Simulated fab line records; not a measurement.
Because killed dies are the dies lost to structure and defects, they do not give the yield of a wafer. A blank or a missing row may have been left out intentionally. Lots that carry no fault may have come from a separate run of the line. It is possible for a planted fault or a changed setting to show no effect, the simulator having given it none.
The tool behind it: which one? | flow sky130 | 11 lots, 33 wafers sampled, at 5 steps of a route of 708

WHAT THE GAUGES SHOWED, per wafer
SKY_NWELL_RS_MEAS_31: measurement is done with a four-point probe.
lot  | measured     | on            | PWDE_RS (ohm/sq)
L623 | day 5 09:23  | film-metro-04 | 5286 5280 5294
L624 | day 5 17:13  | film-metro-03 | 5278 5286 5279
L627 | day 6 09:14  | film-metro-04 | 5252 5249 5254
L628 | day 6 16:29  | film-metro-03 | 5274 5270 5286
L629 | day 6 16:52  | film-metro-02 | 5275 5289 5285
L634 | day 8 00:39  | film-metro-03 | 5230 5254 5238
L636 | day 8 12:28  | film-metro-03 | 5219 5203 5204
L638 | day 9 16:41  | film-metro-04 | 5227 5228 5201
L640 | day 9 20:18  | film-metro-04 | 5277 5294 5292
L643 | day 10 07:51 | film-metro-03 | 5289 5259 5293
L644 | day 10 15:36 | film-metro-02 | 5319 5304 5303

TOOL THAT RAN EACH LOT (tool first, then ch and the chambers of the sampled wafers, then the start)
lot  | SKY_FIELD_ISO_ETCH_15             | SKY_FIELD_ISO_CMP_27         | SKY_PWDE_IMPLANT_08            | SKY_NWELL_STRIP_14
L623 | rie-diel-04 ch 0,1,3, day 2 05:44 | cmp-02 ch 1,3, day 2 11:08   | implanter-01 ch 0, day 3 22:48 | plasma-asher-04 ch 0,1, day 4 15:32
L624 | rie-diel-03 ch 0,1,3, day 2 09:41 | cmp-02 ch 0,1, day 2 16:26   | implanter-03 ch 0, day 4 05:18 | plasma-asher-04 ch 0,1, day 4 22:29
L627 | rie-diel-04 ch 0,2,3, day 3 03:28 | cmp-02 ch 1,2,3, day 3 09:04 | implanter-04 ch 0, day 4 21:08 | plasma-asher-01 ch 0,1, day 5 15:29
L628 | rie-diel-02 ch 0,3, day 3 07:46   | cmp-02 ch 0,2,3, day 3 12:33 | implanter-01 ch 0, day 5 02:14 | plasma-asher-04 ch 0,1, day 5 21:11
L629 | rie-diel-03 ch 0,1,2, day 3 11:35 | cmp-01 ch 0,1,3, day 3 14:56 | implanter-03 ch 0, day 5 02:58 | plasma-asher-04 ch 0,1, day 5 21:54
L634 | rie-diel-04 ch 0,3, day 4 12:46   | cmp-01 ch 0,1,2, day 4 17:41 | implanter-03 ch 0, day 6 07:36 | plasma-asher-01 ch 0,1, day 7 03:17
L636 | rie-diel-03 ch 1,2,3, day 5 01:20 | cmp-02 ch 0,1, day 5 04:53   | implanter-03 ch 0, day 6 18:47 | plasma-asher-01 ch 0,1, day 7 15:07
L638 | rie-diel-03 ch 0,1,3, day 5 17:28 | cmp-02 ch 0,1, day 5 23:52   | implanter-03 ch 0, day 7 21:14 | plasma-asher-03 ch 0,1, day 8 18:34
L640 | rie-diel-03 ch 0,2,3, day 5 21:05 | cmp-01 ch 0,1, day 6 05:47   | implanter-01 ch 0, day 8 01:16 | plasma-asher-04 ch 0,1, day 8 22:44
L643 | rie-diel-04 ch 0,1,3, day 6 10:55 | cmp-02 ch 0,1,3, day 6 15:29 | implanter-01 ch 0, day 8 11:12 | plasma-asher-01 ch 0,1, day 9 08:38
L644 | rie-diel-02 ch 1,2, day 6 19:32   | cmp-01 ch 0,1,2, day 6 22:54 | implanter-04 ch 0, day 8 18:04 | plasma-asher-01 ch 0,1, day 9 15:47
- SKY_FIELD_ISO_ETCH_15: etches the open film in CHF3/O2, stops on Si, target depth 180 nm, time 72 s.
- SKY_FIELD_ISO_CMP_27: polishes, stops on Si3N4, t overpolish 16 s, target thk 457.8 nm.
- SKY_PWDE_IMPLANT_08
- SKY_NWELL_STRIP_14: strips in O2/N2.

THE ANSWER, worked out from the rows above alone
Rule: usual is defined by the lots themselves. Put in order of their means at a reading, lots are off if they are a third of the lots or fewer, leave a main group of 4 or more, and stand apart from it by a gap of 3 or more times the standard deviation of the main group's means; of several such gaps the widest counts. A main group is skipped when, at the precision printed for the reading in the tables above, its means are all equal. Also off: a lot with no number at a reading for which 4 or more lots have one. Any other lot the step has rows for is counted as sound.
No lot is off on any of the readings shown, so nothing can be concluded from this.

WHAT THE SIMULATOR HAD INSERTED
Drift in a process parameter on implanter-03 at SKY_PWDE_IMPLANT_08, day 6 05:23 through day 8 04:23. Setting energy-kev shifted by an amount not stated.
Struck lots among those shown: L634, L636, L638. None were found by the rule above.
